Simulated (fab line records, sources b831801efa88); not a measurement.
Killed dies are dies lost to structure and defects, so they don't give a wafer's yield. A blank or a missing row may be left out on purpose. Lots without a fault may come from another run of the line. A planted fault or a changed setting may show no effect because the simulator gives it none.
Tool commonality check | flow sky130 | 12 lots, 36 wafers sampled

WHY IT WAS OPENED
At SKY_PASSIVATION_THK_MEAS_03 the reading PASSIVATION_CVD_02_THK is flagged on 3 of 12 lots. Wafers without a fault read 539 nm, standard deviation 7.1.
Rule: a lot is flagged when every wafer of it that has a number lies more than 4 standard deviations from that mean, or none has a number. The other lots count as sound.

lot  | measured     | on            | PASSIVATION_CVD_02_THK (nm), wafer by wafer | flag
L173 | day 43 22:38 | film_metro-01 | 531 536 547                                 |
L174 | day 44 13:47 | film_metro-04 | 530 533 547                                 |
L179 | day 46 06:24 | film_metro-04 | 531 540 550                                 |
L180 | day 46 06:42 | film_metro-04 | 540 531 532                                 |
L183 | day 46 21:56 | film_metro-02 | 534 537 551                                 |
L188 | day 48 02:29 | film_metro-02 | 542 534 533                                 |
L187 | day 48 05:51 | film_metro-01 | 534 538 542                                 |
L191 | day 48 17:43 | film_metro-02 | 620 631 631                                 | FLAGGED
L193 | day 49 03:34 | film_metro-01 | 624 633 629                                 | FLAGGED
L192 | day 49 07:18 | film_metro-02 | 622 633 630                                 | FLAGGED
L195 | day 49 12:23 | film_metro-01 | 539 548 536                                 |
L194 | day 49 14:45 | film_metro-01 | 545 543 553                                 |
The numbers of the flagged lots are 628 nm on average: +89 nm against the usual, or +13 standard deviations.

WHICH TOOL RAN EACH LOT
The record holds 2 process steps before the reading, out of a route of 708 steps. In each cell: the tool, then ch and the chambers that the sampled wafers went through, then the start.
lot  | flag    | SKY_VIA3_STRIP_16                    | SKY_PASSIVATION_CVD_02
L173 |         | plasma_asher-03 ch 0,1, day 39 17:50 | pecvd-03 ch 0,1, day 43 22:25
L174 |         | plasma_asher-04 ch 0,1, day 40 10:23 | pecvd-02 ch 0,1,2, day 44 13:33
L179 |         | plasma_asher-02 ch 0,1, day 42 07:32 | pecvd-01 ch 1,2, day 46 06:11
L180 |         | plasma_asher-03 ch 0,1, day 42 09:20 | pecvd-02 ch 0,1,2, day 46 06:29
L183 |         | plasma_asher-02 ch 0,1, day 43 02:53 | pecvd-01 ch 0,2, day 46 21:43
L188 |         | plasma_asher-03 ch 0,1, day 44 10:50 | pecvd-03 ch 0,1,2, day 48 02:16
L187 |         | plasma_asher-03 ch 0,1, day 44 13:55 | pecvd-02 ch 0,1,2, day 48 05:36
L191 | FLAGGED | plasma_asher-04 ch 0,1, day 45 02:47 | pecvd-02 ch 1,2, day 48 17:29
L193 | FLAGGED | plasma_asher-04 ch 0, day 45 14:50   | pecvd-02 ch 1,2, day 49 03:20
L192 | FLAGGED | plasma_asher-04 ch 1, day 45 19:05   | pecvd-02 ch 1,2, day 49 07:04
L195 |         | plasma_asher-03 ch 0,1, day 46 00:43 | pecvd-03 ch 0,2, day 49 12:08
L194 |         | plasma_asher-02 ch 0,1, day 46 01:59 | pecvd-03 ch 0,1, day 49 14:32
What these steps do:
- SKY_VIA3_STRIP_16: strips in O2/N2.
- SKY_PASSIVATION_CVD_02: deposits Si3N4, target thk 540 nm.
- SKY_PASSIVATION_THK_MEAS_03

FLAGGED OVER TOTAL, TOOL BY TOOL (the gauges that took the reading come last)
step                        | tool            | lots run | flagged | share of the flagged lots | sound lots run after its first flagged lot
SKY_VIA3_STRIP_16           | plasma_asher-02 | 3        | 0       | none                      | -
SKY_VIA3_STRIP_16           | plasma_asher-03 | 5        | 0       | none                      | -
SKY_VIA3_STRIP_16           | plasma_asher-04 | 4        | 3       | all                       | 0
SKY_PASSIVATION_CVD_02      | pecvd-01        | 2        | 0       | none                      | -
SKY_PASSIVATION_CVD_02      | pecvd-02        | 6        | 3       | all                       | 0
SKY_PASSIVATION_CVD_02      | pecvd-03        | 4        | 0       | none                      | -
SKY_PASSIVATION_THK_MEAS_03 | film_metro-01   | 5        | 1       | some                      | 2 (L195,L194)
SKY_PASSIVATION_THK_MEAS_03 | film_metro-02   | 4        | 2       | some                      | 0
SKY_PASSIVATION_THK_MEAS_03 | film_metro-04   | 3        | 0       | none                      | -

WHAT THE TABLE ALLOWS
2 rows of the table ran every flagged lot: plasma_asher-04 at SKY_VIA3_STRIP_16, pecvd-02 at SKY_PASSIVATION_CVD_02.
- plasma_asher-04 at SKY_VIA3_STRIP_16: 3 of its 4 lots flagged. Its last sound lot is L174 (day 40 10:23), its first flagged lot L191 (day 45 02:47): a fault that began between those two fits.
- pecvd-02 at SKY_PASSIVATION_CVD_02: 3 of its 6 lots flagged. Its last sound lot is L187 (day 48 05:36), its first flagged lot L191 (day 48 17:29): a fault that began between those two fits.
Counting lots can't tell these 2 tools apart, because each fits a fault that began at some hour. More lots, or a look at what each step does to the wafer, might.

WHAT THE SIMULATOR HAD PUT IN
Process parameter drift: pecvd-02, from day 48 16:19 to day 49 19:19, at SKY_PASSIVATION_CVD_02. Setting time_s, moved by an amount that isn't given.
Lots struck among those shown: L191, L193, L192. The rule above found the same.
